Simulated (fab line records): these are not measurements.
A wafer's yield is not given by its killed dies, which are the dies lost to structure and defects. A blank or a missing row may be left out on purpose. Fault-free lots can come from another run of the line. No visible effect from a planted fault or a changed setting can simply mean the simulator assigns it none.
Which tool is to blame? + flow sky130 + 12 lots, 36 wafers sampled, at 2 steps of a route of 708

## WHAT EACH GAUGE READ, for each wafer
SKY_CONTACT_BOW_MEAS_05.
| lot  | measured     | on            | CONTACT_BOW (um) |
|------|--------------|---------------|------------------|
| L456 | day 30 17:41 | film-metro-03 | 88 85 87         |
| L458 | day 31 03:42 | film-metro-02 | 76 83 78         |
| L460 | day 31 22:53 | film-metro-02 | 90 92 91         |
| L466 | day 34 04:52 | film-metro-03 | 86 81 72         |
| L468 | day 34 15:37 | film-metro-02 | 93 85 93         |
| L470 | day 35 06:14 | film-metro-01 | 76 86 85         |
| L471 | day 35 12:13 | film-metro-02 | 83 82 75         |
| L473 | day 36 02:29 | film-metro-03 | 76 84 83         |
| L474 | day 36 14:31 | film-metro-02 | 91 82 86         |
| L475 | day 36 18:46 | film-metro-01 | 85 84 85         |
| L478 | day 37 12:38 | film-metro-03 | 86 80 86         |
| L479 | day 37 22:05 | film-metro-01 | 80 82 73         |

## TOOL THAT RAN EACH LOT (tool first, then ch and the chambers of the sampled wafers, then the start)
| lot  | SKY_LOCAL_INTERCONNECT_ETCH_13    |
|------|-----------------------------------|
| L456 | rie-metal-01 ch 0,1, day 30 16:23 |
| L458 | rie-metal-01 ch 0,1, day 31 01:51 |
| L460 | rie-metal-03 ch 0,1, day 31 21:32 |
| L466 | rie-metal-01 ch 0,1, day 34 03:37 |
| L468 | rie-metal-01 ch 1, day 34 14:16   |
| L470 | rie-metal-02 ch 1, day 35 04:48   |
| L471 | rie-metal-02 ch 1, day 35 10:52   |
| L473 | rie-metal-02 ch 0,1, day 36 01:13 |
| L474 | rie-metal-03 ch 0,1, day 36 13:07 |
| L475 | rie-metal-03 ch 0, day 36 17:18   |
| L478 | rie-metal-02 ch 0,1, day 37 11:16 |
| L479 | rie-metal-01 ch 1, day 37 20:47   |
- SKY_LOCAL_INTERCONNECT_ETCH_13: etches BARC in N2/H2, stops on SiO2, time 45.9 s, target depth 60 nm.

## WHAT THE TOOLS THEMSELVES READ (means of the sampled wafers that have a number; where no wafer has one, the mark that the record gives instead)
SKY_LOCAL_INTERCONNECT_ETCH_13.
| lot  | tool         | bias-w (W) | drypump-motor-current-A (A) | h2-flow-sccm (sccm) | oes-product-au (a.u.) | throttle-valve-pct (%) |
|------|--------------|------------|-----------------------------|---------------------|-----------------------|------------------------|
| L456 | rie-metal-01 | 99.77      | 5.60                        | 200.1               | 0.854                 | 13.218                 |
| L458 | rie-metal-01 | 99.85      | 5.78                        | 199.9               | 0.852                 | 13.230                 |
| L460 | rie-metal-03 | 100.02     | 5.52                        | 199.9               | 0.850                 | 13.221                 |
| L466 | rie-metal-01 | 107.66     | 5.76                        | 200.8               | 0.848                 | 13.225                 |
| L468 | rie-metal-01 | 108.15     | 5.42                        | 199.3               | 0.859                 | 13.226                 |
| L470 | rie-metal-02 | 99.71      | 5.99                        | 201.3               | 0.856                 | 13.232                 |
| L471 | rie-metal-02 | 100.05     | 5.97                        | 200.6               | 0.852                 | 13.226                 |
| L473 | rie-metal-02 | 100.11     | 5.74                        | 199.7               | 0.854                 | 13.220                 |
| L474 | rie-metal-03 | 100.15     | 5.51                        | 199.9               | 0.855                 | 13.226                 |
| L475 | rie-metal-03 | 99.53      | 5.36                        | 200.1               | 0.858                 | 13.219                 |
| L478 | rie-metal-02 | 99.89      | 5.74                        | 200.0               | 0.851                 | 13.220                 |
| L479 | rie-metal-01 | 100.23     | 5.42                        | 200.1               | 0.855                 | 13.229                 |

## THE ANSWER, worked out from the rows above alone
Rule: what is usual is taken from the lots themselves. Put in order of their means at a reading, lots are off if they are a third of the lots or fewer, leave a main group of 4 or more, and stand apart from it by a gap of 3 or more times the standard deviation of the main group's means; of several such gaps the widest counts. If all means in a main group match to the digits the tables above print for the reading, that group is not used. Also off: a lot with no number at a reading for which 4 or more lots have one. Where the step has rows for the other lots, those lots are counted as sound. The gauges are gone through in route order, then the tools' own readings, and for those a lot's mean is taken as printed above. The first step at which some lot is off is used, and at that step the reading that is off furthest; a lot without a number counts as furthest.
Off, at SKY_LOCAL_INTERCONNECT_ETCH_13 on bias-w: L466, L468. The main group has a mean of 99.93 W with a standard deviation of 0.21.
A tool fits if, at that step or a process step before it, it ran every lot that is off, and no sound lot after the first of them. No candidate that was tried fits.

## WHAT HAD BEEN PUT IN BY THE SIMULATOR
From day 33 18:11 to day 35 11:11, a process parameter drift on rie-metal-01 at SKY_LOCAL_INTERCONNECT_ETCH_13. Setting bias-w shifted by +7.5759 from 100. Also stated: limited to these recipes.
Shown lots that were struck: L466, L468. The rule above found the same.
